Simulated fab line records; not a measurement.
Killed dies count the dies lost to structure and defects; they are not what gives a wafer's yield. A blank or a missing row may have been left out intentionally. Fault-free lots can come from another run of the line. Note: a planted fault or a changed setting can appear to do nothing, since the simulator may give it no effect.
A lot that was struck, set against a sound lot	flow sky130	17 out of 708 route steps
Sound: the wafers L862.1, L862.4, L862.5. The struck wafers were L850.1, L850.3, L850.6. The cause is named last.
Each step with rows lists, per side, the tool, then ch with its chambers, then its first start. Under that, the readings that differ: sound wafers	struck wafers	difference of the means	sigmas: that difference in standard deviations of wafers without a fault.
alike: same words and numbers on both sides, and readings whose means sit less than 2 such deviations apart. not compared: any withheld reading, any reading some wafer has no value for, any bound like >300 that may hide the same value, and any number with overlapping values for which the record gives no deviation.
The two part at a step that has a row with sigmas, a row that says differs or no value, or rows on one side only. Numbers that have no deviation but don't overlap get no sigmas and don't part them. A reading missing from all wafers of one side parts the sides only when that side holds two or more wafers.

first, 3 steps without rows for these wafers: SKY_VIA1_EXPOSE_09 (exposes mask VIM, target cd 150 nm); SKY_VIA1_PEB_10; SKY_VIA1_DEVELOP_11 (develop time 60 s).
SKY_VIA1_CD_MEAS_12: target cd 150 nm.
  sound on cd sem-02 at day 39 16:31; struck on cd sem-02 at day 36 06:15
  alike: cd nm
SKY_VIA1_OVL_MEAS_13:
  sound on overlay-02 at day 39 16:38; struck on overlay-01 at day 36 06:22
  alike: VIA1_OVL
SKY_VIA1_ETCH_14: etches BARC in N2/H2, stops on SiO2, time 45.9 s, target depth 60 nm.
  sound on rie diel-01 ch 0,1,3, day 39 16:40; struck on rie diel-04 ch 0,3, day 36 06:24
  alike: bias w, drypump motor current A, oes product au, throttle valve pct
  not compared: rf hours counter h
SKY_VIA1_ETCH_15: etches SiO2 in C4F8/O2/Ar, stops on TiN, target depth 351 nm, time 54 s.
  sound on rie diel-01 ch 0,1,3, day 39 16:43; struck on rie diel-04 ch 0,3, day 36 06:27
  alike: bias w, oes product au
  not compared: rf hours counter h
SKY_VIA1_STRIP_16: strips in O2/N2.
  sound on plasma asher-02 ch 0,1, day 39 16:46; struck on plasma asher-03 ch 1, day 36 06:29
reading	sound	struck	difference	sigmas
strip time to endpoint s (s)	4.486 4.469 4.504	4.418 4.456 4.406	-0.060	-2
  alike: drypump motor current A, oes product au
  not compared: rf hours counter h
then, 3 steps without rows for these wafers: SKY_VIA1_STRIP_17 (strips in post etch residue remover, time 1200 s); SKY_VIA1_CLEAN_18 (cleans in IPA, time 180 s); SKY_VIA1_CLEAN_19 (cleans in O3/DIW).
SKY_VIA1_SPUTTER_20: material TiN, target thk 20 nm, time 80 s.
  sound on pvd sputter-03 at day 39 17:24; struck on pvd sputter-03 at day 36 07:05
  alike: throttle valve pct
SKY_VIA1_CVD_21: deposits W, target thk 270 nm, time 80.902 s.
  sound on cvd w-02 ch 0, day 39 17:28; struck on cvd w-01 ch 0,1, day 36 07:09
  no value came back on the struck wafers for chamber pressure Torr (Torr), heater power outer w (W), heater power w (W); on the sound wafers chamber pressure Torr (Torr) reads 40.02 40.07 39.99
SKY_VIA1_RS_MEAS_22: the measuring method here is four-point-probe.
  sound on film metro-02 at day 39 17:33; struck on film metro-04 at day 36 07:14
reading	sound	struck	difference	sigmas
VIA1_W_RS (ohm/sq)	0.435 0.434 0.433	57.608 58.267 57.338	+57.304	+99 or more
SKY_VIA1_THK_MEAS_23: measures by xrf.
  sound on film metro-02 at day 39 17:40; struck on film metro-04 at day 36 07:22
reading	sound	struck	difference	sigmas
VIA1_W_THK (nm)	268 268 269	<0 <0 <0	differs	
SKY_VIA1_CMP_24: polishes, stops on SiO2, t overpolish 15 s, target thk 0 nm.
  sound on cmp-02 ch 1,2,3, day 39 17:44; struck on cmp-01 ch 0,2,3, day 36 07:25
reading	sound	struck	difference	sigmas
time to endpoint s (s)	62 61 61	4 6 4	-57	-12
  alike: motor current A
-- the record jumps here: 11 days lie between the struck wafers' starts before and after (it left off in module VIA1 and takes up again in module PAD_OPEN, whose first step shown is number 708 of the route) --
SKY_PAD_OPEN_PROBE_99:
  sound on prober-01 at day 50 02:07; struck on prober-02 at day 47 14:46
reading	sound	struck	difference	sigmas
defect limited yield (%)	82.3 83.5 81.9	0 0 0	-83	-43
killed_at_M0_to_M3	44 46 41	458 450 457	+411	+57
killed dies	87 81 89	492 492 492	+406	+43
killed on rim	11 18 23	96 96 96	+79	+22
sort_bin_5_function (%)	10.8 9.6 11.6	93.3 92.9 93.7	+82.6	+55
sort n pass	405 411 403	0 0 0	-406	-43
sort yield pct (%)	82.3 83.5 81.9	0 0 0	-83	-43
  alike: killed_at_M4_up, killed at contacts, killed at front end, killed at other, killed open, killed short, sort_bin_3_pad_short, sort_bin_6_memory

## WHERE THEY PART
First at SKY_VIA1_STRIP_16; last, within this record, at SKY_PAD_OPEN_PROBE_99.

WHY: the cause the simulator had injected
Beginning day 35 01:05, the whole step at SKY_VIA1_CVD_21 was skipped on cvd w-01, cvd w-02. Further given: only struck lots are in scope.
